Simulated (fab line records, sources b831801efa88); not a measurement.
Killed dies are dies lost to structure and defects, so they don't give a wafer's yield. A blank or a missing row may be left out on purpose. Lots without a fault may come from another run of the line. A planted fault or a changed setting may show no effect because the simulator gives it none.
fab line records | flow sky130
record lots=15 wafers=45 last_day=51
route steps=708 shown CAP2M@617 METAL4@632 VIA4@660 METAL5@675
lots that met no fault: from a run of the same line without faults
start_h: hours from the record's first day to the start of the lot's first wafer shown | wait_h: hours since the lot's step before | " the same as in the row above | L1.1+2: a row that stands for several wafers | - no value, or no start given | * or withheld: withheld | < > ~ a bound
route shown NAME@n: a module of which the file shows steps, and the number in the route of the first | usual: mean/standard deviation of fault-free wafers | same: alike in all rows | chamber/n: place in a boat | sites: the reading at each site | _std_site: their standard deviation | _edge_site: outer sites' mean less inner sites' | radius_mm: how far each site lies from the wafer's centre | mask NAME#n: copy n | behind: the tool/chamber that last shaped the wafer | hold: why the lot was held/for how many hours/how that ended | device: the transistor (n, p or np) that didn't switch | end of line: the same wafers' tests at the end of the route | a step without rows: its recipe alone | killed: dies lost to structure and defects at the first sort, not the wafer's yield | map: a wafer's dies, x killed, . not, _ none there
set.NAME: the setting as run; set.NAME@STEP: as run at that earlier step | model.NAME: the simulator's own value behind a step, which no gauge read
steps of the route over a sample of lots; a table a step, a row a wafer
services: from which hour (start_h, from the record's first day; less than 0 if before it) a tool's chamber was out of use, for how many hours, and why
## steps
# step SKY_CAP2M_STRIP_14
# recipe chemistry=O2/N2 power_w=1400 pressure_mtorr=1500 platen_temp_c=withheld o2_flow_sccm=3000 n2_flow_sccm=300 overash_fraction=0.5
# usual drypump_motor_current_A=5.8/0.44 n2_flow_sccm=300.0/0.92 oes_product_au=0.710/0.0043 strip_time_to_endpoint_s=12.62/0.052
# columns lot.wafer tool chamber start_h wait_h drypump_motor_current_A n2_flow_sccm oes_product_au rf_hours_counter_h strip_time_to_endpoint_s
L787.1 plasma_asher-01 1 950.63 0.1 6.0 299.3 0.707 20 12.63
L787.2 " 0 " " 5.5 301.1 0.710 20 12.69
L787.3 " 0 " " 5.5 299.2 0.708 - 12.67
L788.2 plasma_asher-01 0 975.87 0.1 5.5 298.4 0.710 23 12.61
L788.3 " 1 " " 5.9 302.1 0.707 - 12.65
L788.6 " 0 " " 5.5 299.7 0.714 - 12.60
L792.3 plasma_asher-03 0 978.97 0.1 6.5 299.6 0.708 - 12.59
L792.4 " 1 " " 5.5 299.4 0.722 - 12.66
L792.5 " 0 " " 6.5 300.1 0.712 - 12.59
L791.2 plasma_asher-03 0 984.23 0.1 6.5 300.5 0.710 118 12.75
L791.4 " 0 " " 6.5 301.1 0.712 - 12.66
L791.5 " 1 " " 5.5 300.8 0.710 - 12.70
L793.3 plasma_asher-01 0 992.91 0.1 5.5 299.7 0.710 - 12.64
L793.5 " 0 " " 5.5 298.6 0.713 - 12.59
L793.6 " 1 " " 5.9 299.9 0.715 - 12.57
L794.1 plasma_asher-01 0 1014.22 0.1 5.5 300.2 0.711 26 12.64
L794.3 " 0 " " 5.5 300.1 0.704 - 12.71
L794.6 " 0 " " 5.5 300.7 0.711 - 12.67
L796.1 plasma_asher-03 0 1019.73 0.1 6.5 299.3 0.709 123 12.57
L796.2 " 1 " " 5.5 300.6 0.715 123 12.61
L796.5 " 1 " " 5.5 301.2 0.708 - 12.62
L798.1 plasma_asher-01 0 1020.98 0.1 5.5 299.4 0.703 28 12.56
L798.2 " 1 " " 6.0 299.9 0.710 28 12.63
L798.3 " 1 " " 5.9 298.6 0.709 - 12.60
L799.2 plasma_asher-03 0 1034.52 0.1 6.6 300.2 0.712 124 12.59
L799.4 " 0 " " 6.5 300.5 0.710 - 12.52
L799.6 " 1 " " 5.5 300.6 0.708 - 12.54
L804.3 plasma_asher-01 1 1065.91 0.1 5.9 300.7 0.709 - 12.60
L804.5 " 1 " " 5.9 300.4 0.709 - 12.61
L804.6 " 0 " " 5.5 298.9 0.710 - 12.69
L806.1 plasma_asher-01 0 1088.62 0.1 5.5 300.3 0.714 34 12.64
L806.2 " 1 " " 5.9 299.0 0.712 34 12.64
L806.3 " 1 " " 5.9 300.0 0.713 - 12.65
L807.1 plasma_asher-02 0 1091.62 0.1 5.7 299.3 0.724 94 12.70
L807.2 " 1 " " 4.9 302.2 0.709 94 12.68
L807.3 " 1 " " 4.9 300.0 0.710 - 12.65
L808.1 plasma_asher-01 1 1104.73 0.1 6.0 300.1 0.706 36 12.67
L808.3 " 0 " " 5.5 300.5 0.705 - 12.66
L808.6 " 1 " " 5.9 301.0 0.708 - 12.66
L810.1 plasma_asher-03 1 1126.13 0.1 5.5 300.1 0.710 6 12.54
L810.2 " 0 " " 6.5 300.0 0.715 6 12.57
L810.4 " 0 " " 6.5 299.8 0.714 - 12.57
L809.1 plasma_asher-02 1 1126.43 0.1 4.9 300.1 0.710 97 12.62
L809.3 " 0 " " 5.7 300.7 0.708 - 12.66
L809.4 " 1 " " 4.9 299.4 0.713 - 12.61
# step SKY_METAL4_ETCH_16
# recipe chemistry=N2/H2 target=BARC ion_energy_ev=200 bias_w=100 pressure_mtorr=30 n2_flow_sccm=100 h2_flow_sccm=200 icp_w=500 stop_on=SiO2 time_s=88.2 target_depth_a=600
# usual drypump_motor_current_A=6.0/0.34 n2_flow_sccm=100.0/0.32 oes_product_au=0.622/0.0043 throttle_valve_pct=13.205/0.0097
# columns lot.wafer tool chamber start_h wait_h drypump_motor_current_A n2_flow_sccm oes_product_au rf_hours_counter_h throttle_valve_pct
L787.1 rie_metal-03 0 973.25 0.0 5.9 99.8 0.618 5 13.221
L787.2 " 1 " " 6.5 100.3 0.628 13 13.209
L787.3 " 0 " " 5.8 99.9 0.621 - 13.223
L788.2 rie_metal-04 0 1000.20 0.0 6.0 100.7 0.619 8 13.203
L788.3 " 0 " " 6.0 99.8 0.621 - 13.197
L788.6 " 1 " " 5.7 100.4 0.623 - 13.194
L792.3 rie_metal-04 1 1002.98 0.0 5.8 99.6 0.621 - 13.196
L792.4 " 0 " " 6.0 99.8 0.622 - 13.198
L792.5 " 0 " " 6.0 99.7 0.610 - 13.220
L791.2 rie_metal-04 1 1008.20 0.0 5.7 100.4 0.624 1 13.227
L791.4 " 1 " " 5.7 99.9 0.617 - 13.216
L791.5 " 0 " " 6.0 100.2 0.616 - 13.202
L793.3 rie_metal-03 1 1016.64 0.0 6.5 100.0 0.623 - 13.225
L793.5 " 0 " " 5.9 100.0 0.625 - 13.185
L793.6 " 1 " " 6.5 100.1 0.617 - 13.186
L794.1 rie_metal-03 0 1037.56 0.0 5.9 99.9 0.612 8 13.206
L794.3 " 0 " " 5.9 100.3 0.626 - 13.203
L794.6 " 0 " " 5.9 100.5 0.622 - 13.199
L796.1 rie_metal-03 0 1042.75 0.0 5.9 99.9 0.632 9 13.219
L796.2 " 1 " " 6.4 99.9 0.625 17 13.196
L796.5 " 1 " " 6.4 99.7 0.627 - 13.209
L798.1 rie_metal-03 0 1043.90 0.0 5.9 100.0 0.619 9 13.206
L798.2 " 1 " " 6.4 100.4 0.621 17 13.209
L798.3 " 1 " " 6.4 100.2 0.624 - 13.205
L799.2 rie_metal-03 1 1057.01 0.0 6.5 100.1 0.616 17 13.191
L799.4 " 1 " " 6.4 99.9 0.621 - 13.191
L799.6 " 1 " " 6.5 100.0 0.622 - 13.205
L804.3 rie_metal-04 0 1087.23 0.0 6.0 100.8 0.622 - 13.203
L804.5 " 0 " " 6.0 100.1 0.620 - 13.197
L804.6 " 1 " " 5.7 99.8 0.623 - 13.210
L806.1 rie_metal-03 1 1109.85 0.0 6.4 99.2 0.621 21 13.203
L806.2 " 0 " " 5.9 99.5 0.622 13 13.199
L806.3 " 0 " " 5.9 99.5 0.618 - 13.199
L807.1 rie_metal-03 1 1112.80 0.0 6.4 100.5 0.627 21 13.214
L807.2 " 0 " " 5.9 99.9 0.623 14 13.197
L807.3 " 1 " " 6.4 100.3 0.620 - 13.216
L808.1 rie_metal-02 1 1125.25 0.0 5.3 100.4 0.626 16 13.193
L808.3 " 1 " " 5.3 100.7 0.624 - 13.207
L808.6 " 1 " " 5.3 100.3 0.630 - 13.207
L810.1 rie_metal-02 0 1145.75 0.0 6.3 100.2 0.625 24 13.208
L810.2 " 1 " " 5.3 100.0 0.623 17 13.211
L810.4 " 0 " " 6.3 99.8 0.622 - 13.220
L809.1 rie_metal-03 1 1146.86 0.0 6.4 99.6 0.625 24 13.201
L809.3 " 0 " " 5.9 99.9 0.625 - 13.193
L809.4 " 1 " " 6.5 100.1 0.628 - 13.194
# step SKY_VIA4_CMP_21
# recipe stop_on=SiO2 t_overpolish_s=25 down_force_psi=3.5 platen_rpm=60 target_thk_nm=0 pad_velocity_m_s=0.94248
# usual edge_zone_pressure_frac=1.000/0.0055 head_pressure_psi=3.499/0.007 motor_current_A=10.7/1.1 overpolish_run_s=25.000/0.0089 time_to_endpoint_s=123/3.4
# columns lot.wafer tool chamber start_h wait_h edge_zone_pressure_frac head_pressure_psi motor_current_A overpolish_run_s time_to_endpoint_s
L787.2 cmp-01 0 999.15 0.0 1.000 3.500 12.4 25.016 126
L787.1 " 1 " " 0.995 3.497 10.5 25.001 122
L787.3 " 3 " " 0.999 3.500 9.5 25.002 120
L788.2 cmp-02 1 1024.96 0.0 1.006 3.503 11.8 24.991 125
L788.3 " 3 " " 0.995 3.500 11.4 25.007 124
L788.6 " 2 " " 0.988 3.499 10.7 24.994 122
L792.4 cmp-02 3 1027.30 0.1 0.996 3.504 10.7 25.015 125
L792.3 " 1 " " 1.002 3.507 11.4 25.002 128
L792.5 " 3 " " 0.996 3.495 11.0 24.998 125
L791.4 cmp-01 2 1033.62 0.0 1.006 3.490 9.9 24.988 126
L791.2 " 0 " " 1.005 3.494 12.9 25.006 128
L791.5 " 2 " " 1.001 3.497 9.8 25.000 127
L793.3 cmp-01 2 1041.95 0.1 1.002 3.510 9.6 25.006 125
L793.5 " 1 " " 0.991 3.505 10.0 24.994 131
L793.6 " 2 " " 1.002 3.503 9.9 24.999 121
L794.1 cmp-01 1 1060.90 0.1 1.008 3.503 10.2 24.983 122
L794.3 " 3 " " 1.005 3.498 9.7 25.000 122
L794.6 " 2 " " 1.006 3.507 9.8 25.010 125
L796.1 cmp-01 3 1067.26 0.5 - - - - -
L796.2 " 1 " " - - - - -
L796.5 " 3 " " - - - - -
L798.1 cmp-01 2 1068.41 0.3 - - - - -
L798.3 " 3 " " - - - - -
L798.2 " 1 " " - - - - -
L799.2 cmp-02 2 1080.19 0.1 - - - - -
L799.4 " 3 " " - - - - -
L799.6 " 1 " " - - - - -
L804.3 cmp-01 2 1110.73 0.0 0.989 3.509 10.2 24.995 120
L804.6 " 2 " " 0.991 3.508 10.1 24.995 126
L804.5 " 3 " " 0.999 3.488 10.1 25.004 116
L806.2 cmp-01 2 1132.20 0.0 0.996 3.494 10.2 24.993 118
L806.3 " 0 " " 0.998 3.499 13.3 24.989 117
L806.1 " 1 " " 1.005 3.500 10.0 24.996 126
L807.1 cmp-02 1 1134.96 0.1 0.997 3.497 12.3 24.992 125
L807.2 " 2 " " 0.992 3.508 10.6 24.999 121
L807.3 " 3 " " 1.003 3.511 10.9 25.004 130
L808.1 cmp-02 3 1146.40 0.1 1.002 3.509 11.2 24.997 123
L808.3 " 1 " " 1.003 3.498 11.6 24.994 125
L808.6 " 2 " " 0.996 3.505 10.4 24.987 120
L810.1 cmp-02 0 1165.30 0.1 1.002 3.507 9.8 25.000 129
L810.2 " 1 " " 0.999 3.496 11.6 24.991 127
L810.4 " 2 " " 0.994 3.496 10.4 24.988 126
L809.4 cmp-01 1 1166.41 0.1 1.004 3.506 10.6 24.997 133
L809.3 " 2 " " 1.000 3.503 10.0 25.006 126
L809.1 " 3 " " 0.992 3.498 9.5 24.985 125
# step SKY_METAL5_DESCUM_14
# recipe chemistry=O2 source_power_w=150 bias_power_w=0 pressure_mtorr=10 temp_c=40 time_s=11
# usual drypump_motor_current_A=6.0/0.3 oes_product_au=0.998/0.01
# columns lot.wafer tool chamber start_h wait_h drypump_motor_current_A oes_product_au rf_hours_counter_h
L787.1 rie_metal-03 1 1022.51 0.1 6.4 1.000 16
L787.2 " 0 " " 5.9 1.010 8
L787.3 " 0 " " 5.9 1.002 -
L788.2 rie_metal-01 1 1047.66 0.1 6.2 0.995 10
L788.3 " 1 " " 6.2 1.002 -
L788.6 " 1 " " 6.2 0.996 -
L792.3 rie_metal-01 0 1049.42 0.1 5.5 0.990 -
L792.4 " 1 " " 6.2 1.002 -
L792.5 " 0 " " 5.5 0.994 -
L791.2 rie_metal-01 1 1055.71 0.1 6.2 0.992 11
L791.4 " 1 " " 6.2 0.988 -
L791.5 " 1 " " 6.2 0.987 -
L793.3 rie_metal-01 1 1063.72 0.1 6.2 1.005 -
L793.5 " 0 " " 5.5 0.980 -
L793.6 " 1 " " 6.2 1.005 -
L794.1 rie_metal-03 0 1082.62 0.1 5.9 1.012 11
L794.3 " 1 " " 6.4 0.993 -
L794.6 " 1 " " 6.4 0.990 -
L804.3 rie_metal-03 1 1130.72 0.1 6.4 0.999 -
L804.5 " 1 " " 6.4 0.996 -
L804.6 " 0 " " 5.9 1.012 -
L806.1 rie_metal-04 0 1150.81 0.1 6.0 0.992 19
L806.2 " 1 " " 5.7 0.982 12
L806.3 " 0 " " 6.0 0.985 -
L807.1 rie_metal-04 0 1153.97 0.1 6.0 1.000 19
L807.2 " 1 " " 5.7 0.991 13
L807.3 " 1 " " 5.7 0.982 -
L808.1 rie_metal-03 0 1163.86 0.1 5.9 1.010 18
L808.3 " 0 " " 5.9 1.017 -
L808.6 " 1 " " 6.4 0.998 -
L810.1 rie_metal-03 0 1181.97 0.1 5.9 1.011 20
L810.2 " 1 " " 6.4 1.006 28
L810.4 " 1 " " 6.4 0.998 -
L809.1 rie_metal-01 1 1182.16 0.1 6.2 1.008 23
L809.3 " 1 " " 6.2 1.009 -
L809.4 " 1 " " 6.2 1.012 -
## services
# columns tool chamber start_h hours kind
rie_metal-03 - 926.66 0.4 repair
cmp-02 - 944.50 1.1 repair
rie_metal-02 1 947.03 5.7 repair
rie_metal-02 0 951.45 15.9 repair
cmp-02 - 969.03 0.2 repair
cmp-01 - 971.42 7.8 repair
rie_metal-01 - 975.79 2.8 pm
cmp-01 - 1009.73 5.6 pm
plasma_asher-02 - 1014.33 13.6 repair
cmp-02 - 1018.90 0.6 repair
rie_metal-04 - 1027.69 1.4 pm
cmp-02 - 1030.52 1.1 repair
plasma_asher-03 - 1055.32 9.0 pm
rie_metal-03 1 1058.82 4.3 repair
cmp-02 - 1059.29 0.7 repair
plasma_asher-01 - 1061.48 2.2 repair
cmp-02 - 1065.53 1.2 repair
cmp-01 - 1081.39 0.6 repair
cmp-01 - 1087.01 4.0 pm
rie_metal-03 - 1109.04 0.6 repair
cmp-02 - 1120.53 5.4 pm
rie_metal-01 - 1145.25 0.6 repair
cmp-01 - 1154.86 0.9 repair
rie_metal-01 - 1157.06 1.4 pm
## key
first_sign step=SKY_VIA4_CMP_21 reading=tool_record direction=missing
effect none on later readings
met_at SKY_VIA4_CMP_21
struck_lots L796,L798,L799
later_rows_left_out L796.1,L796.2,L796.5,L798.1,L798.2,L798.3,L799.2,L799.4,L799.6
sort_left_out L796.1,L796.2,L796.5,L798.1,L798.2,L798.3,L799.2,L799.4,L799.6
not_acting_at SKY_CAP2M_STRIP_14,SKY_METAL4_ETCH_16,SKY_METAL5_DESCUM_14
onset_between 1060.90 1067.26
fault kind=skipped_step_whole tool=cmp-01,cmp-02 chamber=- onset_h=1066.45 steps=SKY_VIA4_CMP_21 scope=struck_lots_only
# sort_left_out: the simulated sort isn't trusted on such a fault, so these wafers' sort isn't shown, and their yield isn't known
# later_rows_left_out: the simulator's readings of these wafers behind a module that went badly wrong aren't trusted and aren't shown, but for the sort
